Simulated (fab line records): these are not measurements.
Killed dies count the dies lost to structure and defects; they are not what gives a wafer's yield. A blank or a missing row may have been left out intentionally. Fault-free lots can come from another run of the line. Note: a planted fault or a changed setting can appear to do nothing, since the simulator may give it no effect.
The tool behind it: which one?	flow sky130	Sampling: 11 lots, 33 wafers, 5 of 708 route steps

## WHAT THE GAUGES READ, wafer by wafer
SKY_SD_N_RS_MEAS_16: a four-point-probe measurement.
lot	measured	on	SD_N_RS (ohm/sq)
L154	day 28 19:20	film_metro-04	68.34 68.28 68.22
L156	day 28 23:32	film_metro-04	68.28 68.32 68.20
L155	day 29 01:10	film_metro-03	68.41 68.43 68.64
L157	day 29 12:17	film_metro-01	68.35 68.34 68.22
L164	day 31 21:00	film_metro-03	68.53 68.68 68.65
L165	day 32 05:56	film_metro-03	68.50 68.64 68.50
L169	day 33 06:45	film_metro-01	68.41 68.57 68.65
L171	day 34 01:53	film_metro-03	68.43 68.46 68.64
L173	day 34 14:44	film_metro-03	68.54 68.57 68.64
L174	day 34 22:34	film_metro-03	68.53 68.63 68.66
L176	day 35 03:41	film_metro-01	68.53 68.31 68.38

SKY_CONTACT_CD_MEAS_14: the cd target is 170 nm.
lot	measured	on	cd_nm (nm)
L154	day 32 12:08	cd_sem-01	170.4 170.1 170.9
L156	day 32 16:08	cd_sem-02	171.1 171.0 170.7
L155	day 32 17:58	cd_sem-01	169.8 170.7 169.6
L157	day 33 03:31	cd_sem-02	170.4 169.4 170.6
L164	day 35 09:29	cd_sem-01	169.7 170.7 170.7
L165	day 35 16:59	cd_sem-02	168.8 166.6 168.7
L169	day 36 17:26	cd_sem-02	169.2 170.5 169.7
L171	day 37 10:40	cd_sem-01	168.5 169.6 170.1
L173	day 37 23:53	cd_sem-02	171.3 169.9 171.5
L174	day 38 06:17	cd_sem-02	172.5 172.6 171.9
L176	day 38 11:58	cd_sem-01	169.0 169.7 170.5

SKY_PASSIVATION_THK_MEAS_03.
lot	measured	on	PASSIVATION_CVD_02_THK (nm)
L154	day 44 11:34	film_metro-04	538 540 548
L156	day 44 16:14	film_metro-01	531 543 545
L155	day 44 17:37	film_metro-04	540 542 545
L157	day 45 04:41	film_metro-03	544 548 550
L164	day 46 22:32	film_metro-03	735 742 548
L165	day 47 05:05	film_metro-01	539 554 752
L169	day 48 02:20	film_metro-04	532 540 543
L171	day 48 12:23	film_metro-01	536 549 546
L173	day 48 22:44	film_metro-03	541 546 542
L174	day 49 05:01	film_metro-01	524 536 534
L176	day 49 08:06	film_metro-01	528 543 541

## WHAT TOOL EACH LOT RAN ON (gives the tool, then ch and the chambers of the sampled wafers, and finally the start)
lot	SKY_LOCAL_INTERCONNECT_METAL_ETCH_14	SKY_PASSIVATION_CVD_02
L154	rie_metal-02 ch 0,1, day 31 07:29	pecvd-04 ch 0,1, day 44 11:19
L156	rie_metal-01 ch 0,1, day 31 11:40	pecvd-04 ch 0,1,2, day 44 16:00
L155	rie_metal-01 ch 0,1, day 31 12:59	pecvd-03 ch 1,2, day 44 17:22
L157	rie_metal-02 ch 0,1, day 31 21:55	pecvd-04 ch 0,2, day 45 04:27
L164	rie_metal-02 ch 0,1, day 34 05:50	pecvd-04 ch 0,1, day 46 22:19
L165	rie_metal-02 ch 0,1, day 34 13:41	pecvd-04 ch 0,1,2, day 47 04:52
L169	rie_metal-04 ch 0,1, day 35 13:51	pecvd-03 ch 0,1, day 48 02:06
L171	rie_metal-02 ch 1, day 36 08:23	pecvd-01 ch 0,2, day 48 12:10
L173	rie_metal-02 ch 1, day 36 21:25	pecvd-01 ch 1,2, day 48 22:30
L174	rie_metal-01 ch 1, day 37 04:02	pecvd-03 ch 0,2, day 49 04:47
L176	rie_metal-04 ch 1, day 37 09:26	pecvd-01 ch 0,2, day 49 07:53
- SKY_LOCAL_INTERCONNECT_METAL_ETCH_14: etches TiN in Cl2/BCl3, stops on PSG, target depth 110 nm, time 31.4 s.
- SKY_PASSIVATION_CVD_02: deposits Si3N4, target thk 540 nm.

## AS READ BY THE TOOLS THEMSELVES (means over the sampled wafers that have a number; for cases with no such wafer, the mark the record gives instead)
SKY_LOCAL_INTERCONNECT_METAL_ETCH_14.
lot	tool	drypump_motor_current_A (A)	oes_product_au (a.u.)	throttle_valve_pct (%)
L154	rie_metal-02	6.5	0.937	21.903
L156	rie_metal-01	4.8	0.950	21.900
L155	rie_metal-01	4.9	0.950	21.889
L157	rie_metal-02	6.6	0.939	21.899
L164	rie_metal-02	6.7	0.940	21.898
L165	rie_metal-02	6.5	0.939	21.913
L169	rie_metal-04	5.9	0.952	21.901
L171	rie_metal-02	6.4	0.944	21.893
L173	rie_metal-02	6.4	0.944	21.892
L174	rie_metal-01	5.0	0.944	21.899
L176	rie_metal-04	5.0	0.940	21.901

SKY_PASSIVATION_CVD_02.
lot	tool	heater_power_w (W)
L154	pecvd-04	738
L156	pecvd-04	752
L155	pecvd-03	677
L157	pecvd-04	714
L164	pecvd-04	643
L165	pecvd-04	754
L169	pecvd-03	708
L171	pecvd-01	823
L173	pecvd-01	694
L174	pecvd-03	775
L176	pecvd-01	863

## THE ANSWER, worked out from the rows above alone
Rule: what is usual is taken from the lots themselves. Put in order of their means at a reading, lots are off if they are a third of the lots or fewer, leave a main group of 4 or more, and stand apart from it by a gap of 3 or more times the standard deviation of the main group's means; of several such gaps the widest counts. The tables above print the reading to a certain number of digits; a main group whose means all agree to those digits is not used. Also off: a lot with no number at a reading for which 4 or more lots have one. All remaining lots with rows at the step are treated as sound. First the gauges in route order, then the tools' own readings, where a lot's mean is used as printed above. The first step at which some lot is off is used, and at that step the reading that is off furthest; a lot without a number counts as furthest.
Off: L164, L165, seen at SKY_PASSIVATION_THK_MEAS_03 (PASSIVATION_CVD_02_THK). The main group has a mean of 541 nm with a standard deviation of 4.3.
A tool fits if, at a process step before that reading, it ran every lot that is off, and no sound lot after the first of them. Gauges at SKY_PASSIVATION_THK_MEAS_03: tried the same way as those tools. One candidate fits, namely pecvd-04 at SKY_PASSIVATION_CVD_02. A fault onset in the window from L157 (day 45 04:27, its last sound lot) to L164 (day 46 22:19, its first lot off) fits.

## WHAT THE SIMULATOR HAD INSERTED
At SKY_PASSIVATION_CVD_02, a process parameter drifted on pecvd-04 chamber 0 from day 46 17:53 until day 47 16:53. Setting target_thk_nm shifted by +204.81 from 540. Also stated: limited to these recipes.
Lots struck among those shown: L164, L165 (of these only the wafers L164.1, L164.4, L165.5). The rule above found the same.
